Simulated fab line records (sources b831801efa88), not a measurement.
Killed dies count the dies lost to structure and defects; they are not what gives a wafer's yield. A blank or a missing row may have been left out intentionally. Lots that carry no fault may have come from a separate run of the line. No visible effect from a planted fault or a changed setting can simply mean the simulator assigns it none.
Struck lot and sound lot, side by side | flow sfqLine | 42 steps out of a route of 325
Sound: the wafers L221.3, L221.4, L221.6. Struck: wafer L230.4 (left out: L230.1, L230.6 of the same lot, which were not struck); the cause appears at the end.
Each step with rows lists, per side, the tool, then ch with its chambers, then its first start. Under that, the readings that differ: sound wafers | struck wafers | difference of the means | sigmas: that difference in standard deviations of wafers without a fault.
alike: a reading whose means differ by less than 2 such deviations, as well as words and numbers matching on both sides. not compared: withheld readings; readings where some wafer has no value; bounds like >300 that might hide an equal value; numbers whose values overlap and for which the record gives no deviation.
A row with sigmas, a row that says differs or no value, or rows on one side alone: a step with any of these is where the two part. Numbers that have no deviation but don't overlap get no sigmas and don't part them. Lack of a reading on every wafer of one side parts them only where that side has two or more wafers.

first, 6 steps without rows for these wafers: SFQ_TRILAYER_L0_VIA_LITHO_COAT_018 (resist thk 62 nm); SFQ_TRILAYER_L0_VIA_LITHO_COAT_013 (resist thk 650 nm); SFQ_TRILAYER_L0_VIA_LITHO_SOFTBAKE_017; SFQ_TRILAYER_L0_VIA_LITHO_EXPOSE_014 (exposes mask L0V, target cd 700 nm); SFQ_TRILAYER_L0_VIA_LITHO_PEB_016 (peb time 60 s); SFQ_TRILAYER_L0_VIA_LITHO_DEVELOP_015 (time 60 s).
SFQ_L0V_OVL_MEAS_903:
  sound on overlay-02 at day 7 22:05; struck on overlay-02 at day 11 03:52
  alike: L0V_OVL
then, 1 step without rows for these wafers: SFQ_TRILAYER_L0_VIA_BARC_OPEN_VIA_ETCH_021 (etches BARC in O2, target depth 125 nm, time 41.7 s).
SFQ_TRILAYER_L0_VIA_ETCH_VIA_ETCH_016: etches SiO2 in CHF3, stops on MoNx KI, target depth 80 nm.
  sound on rieDiel-01 ch 0,1,2, day 7 22:09; struck on rieDiel-01 ch 1, day 11 03:56
  alike: drypumpMotorCurrentA, oesProductAu
SFQ_TRILAYER_L0_VIA_STRIP_STRIP_017: strips in O2.
  sound on rieMetal-02 ch 0,1, day 7 22:24; struck on rieMetal-03 ch 1, day 11 03:59
  alike: drypumpMotorCurrentA, oesProductAu
  not compared: rfHoursCounterH
then, 2 steps without rows for these wafers: SFQ_TRILAYER_L0_VIA_STRIP_SOLV_CLEAN_018 (cleans in NMP, time 600 s); SFQ_TRILAYER_M0_DEP_PRE_CLEAN_020 (time 15 s).
SFQ_TRILAYER_M0_DEP_SPUTTER_019: material Nb, target thk 200 nm, time 133.3 s.
  sound on pvdSputter-03 at day 7 23:00; struck on pvdSputter-05 at day 11 04:49
reading                                            | sound             | struck | difference | sigmas
model.Nb_of_TRILAYER_M0_DEP_SPUTTER_019.thkNm (nm) | 197.9 200.3 199.2 | 220.1  | +21.0      | 
  alike: resputterCathodeVoltageV, throttleValvePct
SFQ_M0_RS_MEAS_904: measures by four-point-probe.
  sound on filmMetro-01 at day 7 23:08; struck on filmMetro-04 at day 11 04:54
reading           | sound             | struck | difference | sigmas
M0_NB_RS (ohm/sq) | 0.898 0.888 0.894 | 0.808  | -0.085     | -9
then, 6 steps without rows for these wafers: SFQ_TRILAYER_M0_LITHO_COAT_026 (resist thk 62 nm); SFQ_TRILAYER_M0_LITHO_COAT_021 (resist thk 600 nm); SFQ_TRILAYER_M0_LITHO_SOFTBAKE_025; SFQ_TRILAYER_M0_LITHO_EXPOSE_022 (exposes mask M0, target cd 500 nm); SFQ_TRILAYER_M0_LITHO_PEB_024 (peb time 60 s); SFQ_TRILAYER_M0_LITHO_DEVELOP_023 (time 60 s).
-- the record jumps here: 5 days lie between the struck wafers' starts before and after --
SFQ_M0_OVL_MEAS_906:
  sound on overlay-02 at day 12 03:53; struck on overlay-02 at day 15 23:47
  alike: M0_OVL
then, 1 step without rows for these wafers: SFQ_TRILAYER_M0_BARC_OPEN_METAL_ETCH_031 (etches BARC in O2, target depth 125 nm, time 41.7 s).
SFQ_TRILAYER_M0_ETCH_METAL_ETCH_024: etches Nb in Cl2/Ar, stops on SiO2, target depth 240 nm, time 120 s.
  sound on rieMetal-02 ch 0,1, day 12 04:00; struck on rieMetal-02 ch 0, day 15 23:53
reading             | sound             | struck | difference | sigmas
oesProductAu (a.u.) | 0.885 0.895 0.895 | 0.944  | +0.052     | +8
  alike: drypumpMotorCurrentA
  not compared: rfHoursCounterH
SFQ_TRILAYER_M0_STRIP_STRIP_025: strips in O2.
  sound on rieMetal-02 ch 0,1, day 12 04:17; struck on rieMetal-02 ch 0, day 16 00:01
  alike: drypumpMotorCurrentA, oesProductAu
  not compared: rfHoursCounterH
then, 2 steps without rows for these wafers: SFQ_TRILAYER_M0_STRIP_SOLV_CLEAN_026 (cleans in NMP, time 600 s); SFQ_TRILAYER_I0_DEP_PECVD_027 (deposits SiO2 from SiH4/N2O, time 111.11 s, target thk 500 nm).
SFQ_TRILAYER_I0_CMP_CMP_028: polishes SiO2.
  sound on cmp-02 ch 0,1,3, day 12 09:22; struck on cmp-01 ch 1, day 16 01:04
  alike: motorCurrentA, retainingRingPressureFrac, timeToEndpointS
SFQ_I0_BOW_MEAS_907:
  sound on filmMetro-01 at day 12 12:25; struck on filmMetro-04 at day 16 04:04
  alike: I0_BOW
SFQ_TRILAYER_I0_METRO_MEASURE_029:
  sound on filmMetro-01 at day 12 12:53; struck on filmMetro-04 at day 16 04:11
  alike: thkNm
then, 6 steps without rows for these wafers: SFQ_TRILAYER_I0_VIA_LITHO_COAT_036 (resist thk 62 nm); SFQ_TRILAYER_I0_VIA_LITHO_COAT_031 (resist thk 650 nm); SFQ_TRILAYER_I0_VIA_LITHO_SOFTBAKE_035; SFQ_TRILAYER_I0_VIA_LITHO_EXPOSE_032 (exposes mask I0, target cd 500 nm); SFQ_TRILAYER_I0_VIA_LITHO_PEB_034 (peb time 60 s); SFQ_TRILAYER_I0_VIA_LITHO_DEVELOP_033 (time 60 s).
SFQ_I0_OVL_MEAS_908:
  sound on overlay-01 at day 13 16:48; struck on overlay-02 at day 16 07:46
  alike: I0_OVL
then, 5 steps without rows for these wafers: SFQ_TRILAYER_I0_VIA_BARC_OPEN_VIA_ETCH_046 (etches BARC in O2, target depth 125 nm, time 41.7 s); SFQ_TRILAYER_I0_VIA_ETCH_VIA_ETCH_034 (etches SiO2 in CHF3, stops on Nb, target depth 260 nm); SFQ_TRILAYER_I0_VIA_STRIP_STRIP_035 (strips in O2); SFQ_TRILAYER_I0_VIA_STRIP_SOLV_CLEAN_036 (cleans in NMP, time 600 s); SFQ_TRILAYER_M1_DEP_PRE_CLEAN_038 (time 22.5 s).
-- the record jumps here: 73 days lie between the struck wafers' starts before and after --
SFQ_M8_BOW_MEAS_951:
  sound on filmMetro-02 at day 77 23:57; struck on filmMetro-01 at day 89 09:59
reading                | sound               | struck | difference | sigmas
model.etest.m0.ohmUm   | 1.792 1.783 1.785   | 1.624  | -0.163     | 
model.etest.i0.linkOhm | 1.964 1.942 1.943   | 1.876  | -0.074     | 
model.etest.m0.ohmSq   | 0.8995 0.889 0.8938 | 0.809  | -0.085     | 
  alike: M8_BOW

== WHERE THEY PART ==
First at SFQ_M0_RS_MEAS_904; last, within this record, at SFQ_TRILAYER_M0_ETCH_METAL_ETCH_024. Later steps at which nothing parts them and some readings are alike: SFQ_TRILAYER_M0_STRIP_STRIP_025, SFQ_TRILAYER_I0_CMP_CMP_028, SFQ_I0_BOW_MEAS_907, SFQ_TRILAYER_I0_METRO_MEASURE_029, SFQ_I0_OVL_MEAS_908, SFQ_M8_BOW_MEAS_951.

WHY: what had been put in by the simulator
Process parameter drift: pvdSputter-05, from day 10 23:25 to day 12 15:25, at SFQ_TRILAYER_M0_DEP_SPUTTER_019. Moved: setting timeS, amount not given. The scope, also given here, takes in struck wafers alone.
